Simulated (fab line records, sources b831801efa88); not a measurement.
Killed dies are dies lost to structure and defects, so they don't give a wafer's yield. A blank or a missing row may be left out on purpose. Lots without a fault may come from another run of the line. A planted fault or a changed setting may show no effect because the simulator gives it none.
Chamber matching | flow gf180mcu | GF_V1_CMP_26 on cmp-02: 4 sister chambers
The step polishes, stops on SiO2, t overpolish 15 s, target thk 0 nm. 4 wafers are shown with their chamber, then 8 later ones without.

WAFERS WITH THEIR CHAMBER
wafer  | chamber | platen_rpm (rpm)
L426.5 | 3       | 59.98
L440.3 | 0       | 60.06
L441.5 | 1       | 60.01
L442.3 | 2       | 59.99

WAFERS WITHOUT THEIR CHAMBER
wafer  | platen_rpm (rpm)
L442.5 | 59.93
L442.6 | 59.99
L444.2 | 60.04
L444.4 | 60.01
L444.6 | 60.04
L443.2 | 59.96
L443.4 | 59.97
L443.5 | 60.04

WHICH CHAMBER EACH WENT THROUGH
wafer  | from the rows above               | in truth
L442.5 | can't be placed: 3 or 2 or 1      | 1
L442.6 | can't be placed: 2 or 3 or 1      | 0
L444.2 | can't be placed: 0 or 1 or 2 or 3 | 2
L444.4 | can't be placed: 1 or 2 or 3      | 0
L444.6 | can't be placed: 0 or 1 or 2 or 3 | 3
L443.2 | can't be placed: 3 or 2 or 1      | 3
L443.4 | can't be placed: 3 or 2 or 1      | 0
L443.5 | can't be placed: 0 or 1 or 2 or 3 | 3
Placed correctly: 0 of 8. Can't be placed from these rows: 8 (the true chamber is among the candidates in 5). Placed wrongly: 0.
How it was worked out, from the rows above alone: a wafer's distance from a chamber is the root of the sum, over the readings, of the square of ((its reading less the chamber's mean) divided by the reading's scatter). The wafer belongs to the nearest chamber; if the next one is less than 2 further off, it can't be placed. A chamber's mean is the mean of its shown wafers. The scatter: with one shown wafer a chamber, the root of the mean of the squares of how far each hidden wafer lies from its nearest shown one.
